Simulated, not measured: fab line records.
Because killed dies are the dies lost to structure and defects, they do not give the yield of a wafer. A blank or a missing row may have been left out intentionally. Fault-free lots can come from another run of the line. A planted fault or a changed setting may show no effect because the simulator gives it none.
Which tool was responsible?    flow gf180mcu    12 lots, 36 wafers sampled, at 3 steps of a route of 602

WHAT THE GAUGES SHOWED, per wafer
GF_MIM_RS_MEAS_10: a four-point-probe measurement. Usual: MIM_ALCU_RS 0.1609 ohm/sq, standard deviation 0.0017.
lot   measured      on             MIM_ALCU_RS (ohm/sq)  flag
L858  day 26 14:37  film-metro-01  0.1612 0.1593 0.1592  
L859  day 27 02:01  film-metro-04  0.1603 0.1613 0.1610  
L860  day 27 08:19  film-metro-03  0.1617 0.1627 0.1610  
L861  day 27 16:49  film-metro-01  0.1606 0.1620 0.1621  
L862  day 27 21:04  film-metro-01  0.1603 0.1598 0.1615  
L864  day 28 11:41  film-metro-01  0.1603 0.1597 0.1610  
L865  day 28 18:41  film-metro-04  0.1630 0.1600 0.1596  
L868  day 29 19:46  film-metro-04  0.1594 0.1621 0.1596  
L870  day 30 05:59  film-metro-04  0.1626 0.1597 0.1606  
L878  day 32 05:06  film-metro-01  0.1564 0.1619 0.1579  
L879  day 32 12:58  film-metro-04  0.1612 0.1593 0.1624  
L881  day 32 23:59  film-metro-03  0.1597 0.1592 0.1596  

GF_MIM_THK_MEAS_11: measures by xrf. Usual: MIM_ALCU_THK 199.1 nm, standard deviation 2.3.
lot   measured      on             MIM_ALCU_THK (nm)  flag
L858  day 26 14:43  film-metro-01  198.7 200.7 201.9  
L859  day 27 02:07  film-metro-04  197.7 198.2 198.1  
L860  day 27 08:26  film-metro-03  196.4 195.0 196.6  
L861  day 27 16:56  film-metro-01  200.0 198.2 197.6  
L862  day 27 21:11  film-metro-01  199.5 200.8 199.0  
L864  day 28 11:47  film-metro-01  201.8 202.5 200.5  
L865  day 28 18:49  film-metro-04  195.5 199.6 199.9  
L868  day 29 19:53  film-metro-04  201.0 196.8 199.6  
L870  day 30 06:07  film-metro-04  197.1 200.3 199.9  
L878  day 32 05:13  film-metro-01  204.8 197.8 202.8  
L879  day 32 13:05  film-metro-04  198.2 199.8 196.7  
L881  day 33 00:05  film-metro-03  200.9 199.8 200.4  

TOOL THAT RAN EACH LOT (tool first, then ch and the chambers of the sampled wafers, then the start)
lot   GF_MIM_CVD_05
L858  pecvd-01 ch 0,1,2, day 26 14:24
L859  pecvd-01 ch 0,2, day 27 01:47
L860  pecvd-03 ch 1,2, day 27 08:08
L861  pecvd-03 ch 0,1,2, day 27 16:38
L862  pecvd-01 ch 1,2, day 27 20:53
L864  pecvd-01 ch 0,1, day 28 11:28
L865  pecvd-03 ch 0,1,2, day 28 18:30
L868  pecvd-01 ch 1, day 29 19:32
L870  pecvd-01 ch 0,1,2, day 30 05:48
L878  pecvd-01 ch 1,2, day 32 04:54
L879  pecvd-01 ch 0,2, day 32 12:47
L881  pecvd-01 ch 0,2, day 32 23:44
- GF_MIM_CVD_05: deposits Si3N4, target thk 42 nm, time 29.086 s.

WHAT THE TOOLS THEMSELVES READ (means of the sampled wafers that have a number; where no wafer has one, the mark that the record gives instead)
GF_MIM_CVD_05. Usual: 600 W for heater-power-w, sd 62.
lot   tool      heater-power-w (W)  flag
L858  pecvd-01  558                 
L859  pecvd-01  592                 
L860  pecvd-03  585                 
L861  pecvd-03  635                 
L862  pecvd-01  578                 
L864  pecvd-01  571                 
L865  pecvd-03  570                 
L868  pecvd-01  494                 
L870  pecvd-01  653                 
L878  pecvd-01  524                 
L879  pecvd-01  645                 
L881  pecvd-01  651                 

THE ANSWER, worked out from the rows above alone
Rule: a lot is off if the mean of its wafers that have a number lies more than 3 standard deviations from the usual mean. Also off: a lot with no number at a reading for which 4 or more lots have one. The other lots that the step has rows for count as sound. The gauges are gone through in route order, then the tools' own readings, and for those a lot's mean is taken as printed above. The first step at which some lot is off is used, and at that step the reading that is off furthest; a lot without a number counts as furthest.
No lot is off on any of the readings shown, so nothing can be concluded from this.

WHAT HAD BEEN PUT IN BY THE SIMULATOR
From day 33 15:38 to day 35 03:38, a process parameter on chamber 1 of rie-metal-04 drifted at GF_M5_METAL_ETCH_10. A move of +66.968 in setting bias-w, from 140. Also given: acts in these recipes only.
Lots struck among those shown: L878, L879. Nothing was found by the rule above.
